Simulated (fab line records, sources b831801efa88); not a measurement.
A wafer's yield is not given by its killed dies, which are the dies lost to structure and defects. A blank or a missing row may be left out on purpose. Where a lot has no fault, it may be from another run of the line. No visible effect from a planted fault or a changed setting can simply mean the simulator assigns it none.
Struck lot and sound lot, side by side | flow sky130 | 15 out of 708 route steps
Sound: wafers L254.2, L254.3, L254.6. Struck: wafer L263.1; the same lot's L263.6 was not struck, so it is left out; see the end for the cause.
Order at every step that has rows: each side's tool, ch and its chambers, its first start. Under that, the readings that differ: sound wafers | struck wafers | difference of the means | sigmas: that difference in standard deviations of wafers without a fault.
alike: same words and numbers on both sides, and readings whose means sit less than 2 such deviations apart. not compared: any withheld reading, any reading some wafer has no value for, any bound like >300 that may hide the same value, and any number with overlapping values for which the record gives no deviation.
The two part at a step that has a row with sigmas, a row that says differs or no value, or rows on one side only. Non-overlapping numbers with no deviation appear without sigmas and do not part them. A reading missing from all wafers of one side parts the sides only when that side holds two or more wafers.

SKY_VIA2_BOW_MEAS_03:
  sound: film-metro-01 at day 35 18:53; struck: film-metro-04 at day 39 17:20
  alike: VIA2_BOW
then, 8 steps without rows for these wafers: SKY_VIA2_DEHYDRATE_04 (time 60 s); SKY_VIA2_HMDS_05 (prime time 60 s); SKY_VIA2_COAT_06 (resist thk 60 nm); SKY_VIA2_COAT_07 (resist thk 450 nm); SKY_VIA2_SOFTBAKE_08 (time 90 s); SKY_VIA2_EXPOSE_09 (exposes mask VIM2, target cd 200 nm); SKY_VIA2_PEB_10; SKY_VIA2_DEVELOP_11 (develop time 60 s).
SKY_VIA2_CD_MEAS_12: the cd target is 200 nm.
  sound: cd-sem-01 at day 36 21:20; struck: cd-sem-02 at day 40 17:22
  alike: cd-nm
SKY_VIA2_OVL_MEAS_13:
  sound: overlay-02 at day 36 21:26; struck: overlay-02 at day 40 17:29
  alike: VIA2_OVL
SKY_VIA2_ETCH_14: etches BARC in N2/H2, stops on SiO2, time 45.9 s, target depth 60 nm.
  sound on rie-diel-01 ch 0,2,3, day 36 21:28; struck on rie-diel-04 ch 0, day 40 17:31
  alike: drypump-motor-current-A, oes-product-au, throttle-valve-pct
  not compared: rf-hours-counter-h
SKY_VIA2_ETCH_15: etches SiO2 in C4F8/O2/Ar, stops on TiN, target depth 546 nm, time 84 s.
  sound on rie-diel-01 ch 0,2,3, day 36 21:30; struck on rie-diel-04 ch 0, day 40 17:34
  reading                                     | sound             | struck | difference | sigmas
  model.KrF-thick_of_VIA2_COAT_07.thk-nm (nm) | 286.1 283.2 280.8 | 242.6  | -40.8      |
  model.TiN_of_METAL2_SPUTTER_04.thk-nm (nm)  | 68.68 69.44 68.81 | 62.73  | -6.25      |
  model.VIA2.feature-depth-nm (nm)            | 494 495.9 495.5   | 501.6  | +6.5       |
  alike: oes-product-au
  not compared: rf-hours-counter-h
SKY_VIA2_STRIP_16: strips in O2/N2.
  sound on plasma-asher-02 ch 0,1, day 36 21:34; struck on plasma-asher-01 ch 0, day 40 17:37
  reading                      | sound             | struck | difference | sigmas
  oes-product-au (a.u.)        | 0.402 0.402 0.392 | 0.380  | -0.019     | -4
  strip-time-to-endpoint-s (s) | 4.071 4.061 4.014 | 3.613  | -0.436     | -21
  alike: drypump-motor-current-A, o2-flow-sccm
  not compared: rf-hours-counter-h
then, 1 step without rows for these wafers: SKY_VIA2_STRIP_17 (strips in post etch residue remover, time 1200 s).

WHERE THEY PART
Only at SKY_VIA2_STRIP_16, as far as this record shows.

WHY: the cause the simulator had injected
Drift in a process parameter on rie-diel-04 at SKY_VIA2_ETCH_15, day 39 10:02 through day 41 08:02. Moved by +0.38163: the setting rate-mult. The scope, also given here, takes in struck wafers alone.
